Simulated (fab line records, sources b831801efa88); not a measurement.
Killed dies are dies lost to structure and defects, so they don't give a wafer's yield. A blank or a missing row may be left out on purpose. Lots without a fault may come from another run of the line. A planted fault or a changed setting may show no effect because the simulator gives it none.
Which tool did it? | flow sky130 | 14 lots, 42 wafers sampled, at 4 steps of a route of 708

WHAT THE GAUGES READ, wafer by wafer
SKY_NWELL_THK_MEAS_02.
lot  | measured    | on            | NWELL_OXIDATION_THK (nm)
L489 | day 2 19:15 | film_metro-04 | 10.15 10.25 10.33
L491 | day 3 04:16 | film_metro-02 | 10.17 10.04 10.11
L492 | day 3 09:52 | film_metro-02 | 10.25 10.08 10.38
L493 | day 3 15:02 | film_metro-04 | 10.34 10.39 10.44
L494 | day 3 17:58 | film_metro-04 | 10.20 10.17 10.03
L495 | day 4 00:35 | film_metro-04 | 10.19 10.16 10.04
L496 | day 4 08:07 | film_metro-01 | 10.27 10.13 10.14
L498 | day 4 15:37 | film_metro-01 | 10.24 10.16 10.00
L499 | day 4 18:34 | film_metro-04 | 10.31 10.43 10.27
L501 | day 5 09:43 | film_metro-02 | 10.11 10.31 10.14
L502 | day 5 11:05 | film_metro-04 | 10.39 10.51 10.41
L507 | day 6 14:01 | film_metro-02 | 9.83 9.96 9.96
L509 | day 7 02:05 | film_metro-02 | 10.20 10.13 10.03
L511 | day 7 14:03 | film_metro-04 | 10.19 10.15 10.33

SKY_VT_ADJUST_NCORE_OVL_MEAS_08.
lot  | measured     | on         | VT_ADJUST_NCORE_OVL (nm)
L489 | day 8 21:49  | overlay-01 | -2.4 -1.6 -2.2
L491 | day 9 10:46  | overlay-01 | -0.1 -0.9 -0.9
L492 | day 9 17:16  | overlay-02 | -2.0 -2.2 -1.3
L493 | day 10 00:49 | overlay-02 | -0.2 -1.4 -1.1
L494 | day 10 05:46 | overlay-02 | -0.3 -1.1 -0.7
L495 | day 10 15:25 | overlay-02 | -2.1 -1.4 0.1
L496 | day 11 00:55 | overlay-02 | -1.2 -1.1 -1.8
L498 | day 11 09:09 | overlay-02 | 1.2 2.2 0.4
L499 | day 11 15:55 | overlay-02 | -0.4 0.6 -1.1
L501 | day 12 11:25 | overlay-01 | -1.8 -0.2 0.4
L502 | day 12 13:30 | overlay-02 | -3.0 -2.7 -3.6
L507 | day 14 00:59 | overlay-01 | -0.8 0.6 -1.4
L509 | day 14 18:13 | overlay-02 | 0.0 -0.6 0.4
L511 | day 15 10:22 | overlay-01 | 0.3 -2.2 0.7

SKY_SONOS_ONO_CD_MEAS_13: target cd 410 nm.
lot  | measured     | on        | cd_nm (nm)
L489 | day 12 23:21 | cd_sem-01 | 408.5 408.3 408.4
L491 | day 13 15:58 | cd_sem-02 | 408.1 410.8 407.0
L492 | day 13 22:11 | cd_sem-02 | 411.1 408.9 414.1
L493 | day 14 06:34 | cd_sem-01 | 414.1 414.5 413.3
L494 | day 14 13:25 | cd_sem-02 | 414.0 413.9 415.5
L495 | day 15 01:26 | cd_sem-01 | 409.0 407.6 409.9
L496 | day 15 14:00 | cd_sem-01 | 407.3 408.6 408.4
L498 | day 16 00:00 | cd_sem-01 | 412.8 412.0 409.4
L499 | day 16 04:44 | cd_sem-01 | 411.5 409.7 411.4
L501 | day 17 05:58 | cd_sem-02 | 410.0 408.5 405.8
L502 | day 17 06:38 | cd_sem-01 | 406.3 405.2 405.4
L507 | day 19 22:03 | cd_sem-01 | 407.6 405.3 406.9
L509 | day 19 23:25 | cd_sem-02 | 411.3 409.3 411.4
L511 | day 20 13:01 | cd_sem-02 | 406.0 402.6 408.6

WHICH TOOL RAN EACH LOT (tool, then ch and the chambers of the sampled wafers, then the start)
lot  | SKY_NWELL_IMPLANT_24
L489 | implanter-04 ch 0, day 5 14:42
L491 | implanter-02 ch 0, day 6 01:09
L492 | implanter-03 ch 0, day 6 07:35
L493 | implanter-02 ch 0, day 6 13:37
L494 | implanter-03 ch 0, day 6 16:48
L495 | implanter-02 ch 0, day 7 01:21
L496 | implanter-02 ch 0, day 7 11:43
L498 | implanter-02 ch 0, day 7 19:34
L499 | implanter-04 ch 0, day 7 23:14
L501 | implanter-02 ch 0, day 8 16:26
L502 | implanter-02 ch 0, day 8 18:05
L507 | implanter-03 ch 0, day 10 00:40
L509 | implanter-03 ch 0, day 10 14:29
L511 | implanter-03 ch 0, day 11 04:00
- SKY_NWELL_IMPLANT_24

WHAT THE TOOLS THEMSELVES READ (means of the sampled wafers that have a number; where no wafer has one, the mark that the record gives instead)
SKY_NWELL_IMPLANT_24.
lot  | tool         | dose_ions_cm2 | faraday_current_uA
L489 | implanter-04 | 9.2e+12       | 52.8
L491 | implanter-02 | 9.2e+12       | 51.0
L492 | implanter-03 | 9.2e+12       | 51.3
L493 | implanter-02 | 9.2e+12       | 52.4
L494 | implanter-03 | 9.2e+12       | 52.3
L495 | implanter-02 | 9.2e+12       | 51.4
L496 | implanter-02 | 9.2e+12       | 52.4
L498 | implanter-02 | 9.2e+12       | 53.2
L499 | implanter-04 | 9.2e+12       | 52.2
L501 | implanter-02 | 9.9e+12       | 55.8
L502 | implanter-02 | 9.9e+12       | 55.8
L507 | implanter-03 | 9.2e+12       | 51.9
L509 | implanter-03 | 9.2e+12       | 52.7
L511 | implanter-03 | 9.2e+12       | 51.7

THE ANSWER, worked out from the rows above alone
Rule: what is usual is taken from the lots themselves. Put in order of their means at a reading, lots are off if they are a third of the lots or fewer, leave a main group of 4 or more, and stand apart from it by a gap of 3 or more times the standard deviation of the main group's means; of several such gaps the widest counts. A main group whose means are all the same, to the digits that the tables above print for the reading, isn't used. A lot without any number at a reading at which 4 lots or more have one is off too. The other lots that the step has rows for count as sound. The gauges are gone through in route order, then the tools' own readings, and for those a lot's mean is taken as printed above. The first step at which some lot is off is used, and at that step the reading that is off furthest; a lot without a number counts as furthest.
Off: L501, L502, at SKY_NWELL_IMPLANT_24 (faraday_current_uA). The main group: mean 52.1, standard deviation 0.63.
A tool fits if, at that step or a process step before it, it ran every lot that is off, and no sound lot after the first of them. One fits: implanter-02 at SKY_NWELL_IMPLANT_24. Its last sound lot is L498 (day 7 19:34), its first lot that is off L501 (day 8 16:26): a fault that began between those two fits.
The tool's own readings at SKY_NWELL_IMPLANT_24 bear it out: on the lots that are off they differ by more than 5 times the standard deviation of the sound lots' means. dose_ions_cm2 reads 9.9e+12 there against 9.2e+12 on the sound lots; faraday_current_uA reads 55.8 there against 52.1 on the sound lots.

WHAT THE SIMULATOR HAD PUT IN
Process parameter drift: implanter-02, from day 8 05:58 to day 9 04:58, at SKY_NWELL_IMPLANT_24. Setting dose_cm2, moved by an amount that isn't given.
Lots struck among those shown: L501, L502. The rule above found the same.
